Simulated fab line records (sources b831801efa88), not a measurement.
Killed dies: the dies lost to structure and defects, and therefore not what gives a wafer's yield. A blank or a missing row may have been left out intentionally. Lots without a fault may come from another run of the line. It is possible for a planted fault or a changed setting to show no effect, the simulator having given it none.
A struck lot beside a sound one ; flow gf180mcu ; 32 out of 602 route steps
Sound: these wafers, L356.1, L356.2, L356.6. Struck: wafer L372.5 (L372.1, L372.6, from the same lot, were not struck and are left out); the cause is given at the end.
Per side, at each step with rows, come the tool, then ch with its chambers, and then its first start. Under that, the readings that differ: sound wafers ; struck wafers ; difference of the means ; sigmas: that difference in standard deviations of wafers without a fault.
alike: readings with means less than 2 such deviations apart, plus words and numbers identical on both sides. not compared: withheld readings, readings lacking a value on some wafer, bounds such as >300 that could conceal the same value, and numbers that have no deviation in the record and whose values overlap.
Wherever a step has rows on one side only, a row that says differs or no value, or a row with sigmas, the two part there. Numbers that have no deviation but don't overlap get no sigmas and don't part them. A reading that every wafer of one side lacks parts them only if that side has two wafers or more.

first, 5 steps without rows for these wafers: GF_SAB_ETCH_11 (etches SiO2 in C4F8/O2/Ar, target depth 55 nm, time 8.5 s); GF_SAB_WET_ETCH_12 (etches SiO2 in dHF, target depth 22 nm, time 440 s); GF_SAB_STRIP_13 (strips in O2/N2); GF_SALICIDE_CLEAN_00 (cleans in SC1/SC2, time 150 s); GF_SALICIDE_WET_ETCH_01 (etches SiO2 in dHF, target depth 5 nm, time 100 s).
GF_SALICIDE_SPUTTER_02: material Co, target thk 10 nm, time 20 s.
  struck on pvd sputter-02, day 21 10:07; sound on pvd sputter-02, day 16 02:05
  alike: throttle valve pct
GF_SALICIDE_SPUTTER_03: material TiN, target thk 20 nm, time 16.7 s.
  struck on pvd sputter-02, day 21 10:08; sound on pvd sputter-02, day 16 02:07
  alike: throttle valve pct
GF_SALICIDE_RS_MEAS_04: the measuring method here is four-point-probe.
  struck on film metro-01, day 21 10:10; sound on film metro-04, day 16 02:08
reading;sound;struck;difference;sigmas
SALICIDE_TIN_RS (ohm/sq);15.75 15.91 15.77;16.43;+0.62;+2
GF_SALICIDE_THK_MEAS_05: measures by xrf.
  struck on film metro-01, day 21 10:17; sound on film metro-04, day 16 02:15
  alike: SALICIDE_TIN_THK
then, 3 steps without rows for these wafers: GF_SALICIDE_RTA_06 (time 30 s); GF_SALICIDE_WET_ETCH_07 (etches the open film in SPM, target depth 120 nm); GF_SALICIDE_RTA_08 (time 30 s).
GF_CONTACT_CVD_00: deposits SiO2, target thk 300 nm, time 50 s.
  sound on hdpcvd-02 ch 0,1, day 16 02:37; struck on hdpcvd-01 ch 0,1,2, day 21 10:45
GF_CONTACT_THK_MEAS_01:
  struck on film metro-02, day 21 10:47; sound on film metro-02, day 16 02:39
reading;sound;struck;difference;sigmas
CONTACT_CVD_00_THK (nm);296 298 297;236;-61;-18
GF_CONTACT_CVD_02: deposits SiO2 from TEOS, target thk 860 nm, time 95.992 s.
  sound on pecvd-02 ch 1,2, day 16 02:43; struck on pecvd-02 ch 1, day 21 10:51
  alike: heater power w
  not compared: since wet clean h
GF_CONTACT_THK_MEAS_03:
  struck on film metro-02, day 21 10:55; sound on film metro-03, day 16 02:47
  alike: CONTACT_CVD_02_THK
then, 1 step without rows for these wafers: GF_CONTACT_CMP_04 (polishes SiO2).
GF_CONTACT_BOW_MEAS_05:
  struck on film metro-01, day 21 13:45; sound on film metro-03, day 16 03:08
  alike: CONTACT_BOW
then, 8 steps without rows for these wafers: GF_CONTACT_DEHYDRATE_06 (time 60 s); GF_CONTACT_HMDS_07 (prime time 60 s); GF_CONTACT_COAT_08; GF_CONTACT_COAT_09 (resist thk 1000 nm); GF_CONTACT_SOFTBAKE_10 (time 60 s); GF_CONTACT_EXPOSE_11 (exposes mask Contact, target cd 220 nm); GF_CONTACT_PEB_12 (peb time 90 s); GF_CONTACT_DEVELOP_13 (develop time 60 s).
GF_CONTACT_CD_MEAS_14: target cd 220 nm.
  struck on cd sem-02, day 22 12:54; sound on cd sem-02, day 17 00:45
reading;sound;struck;difference;sigmas
cd nm (nm);222.0 220.8 220.6;217.4;-3.7;-3
GF_CONTACT_OVL_MEAS_15:
  struck on overlay-01, day 22 13:01; sound on overlay-02, day 17 00:52
  alike: CONTACT_OVL
GF_CONTACT_ETCH_16: etches BARC in N2/H2.
  sound on rie diel-02 ch 0,2,3, day 17 00:55; struck on rie diel-03 ch 0, day 22 13:03
  alike: bias w, drypump motor current A, oes product au, throttle valve pct
GF_CONTACT_ETCH_17: etches SiO2 in C4F8/O2/Ar, stops on CoSi2, target depth 860 nm.
  sound on rie diel-02 ch 0,2,3; struck on rie diel-03 ch 0
reading;sound;struck;difference;sigmas
oes product au (a.u.);0.813 0.803 0.819;0.786;-0.026;-5
  alike: bias w
GF_CONTACT_STRIP_18: strips in O2/N2.
  sound on plasma asher-01 ch 0,1, day 17 01:04; struck on plasma asher-04 ch 1, day 22 13:13
  alike: drypump motor current A, heater power w, oes product au
  not compared: rf hours counter h
then, 1 step without rows for these wafers: GF_PASSIVATION_PROBE_99.

WHERE THEY PART
Earliest at GF_SALICIDE_RS_MEAS_04; latest, in this record, at GF_CONTACT_ETCH_17. Later steps at which nothing parts them and some readings are alike: GF_CONTACT_STRIP_18.

WHY: whatever the simulator had introduced
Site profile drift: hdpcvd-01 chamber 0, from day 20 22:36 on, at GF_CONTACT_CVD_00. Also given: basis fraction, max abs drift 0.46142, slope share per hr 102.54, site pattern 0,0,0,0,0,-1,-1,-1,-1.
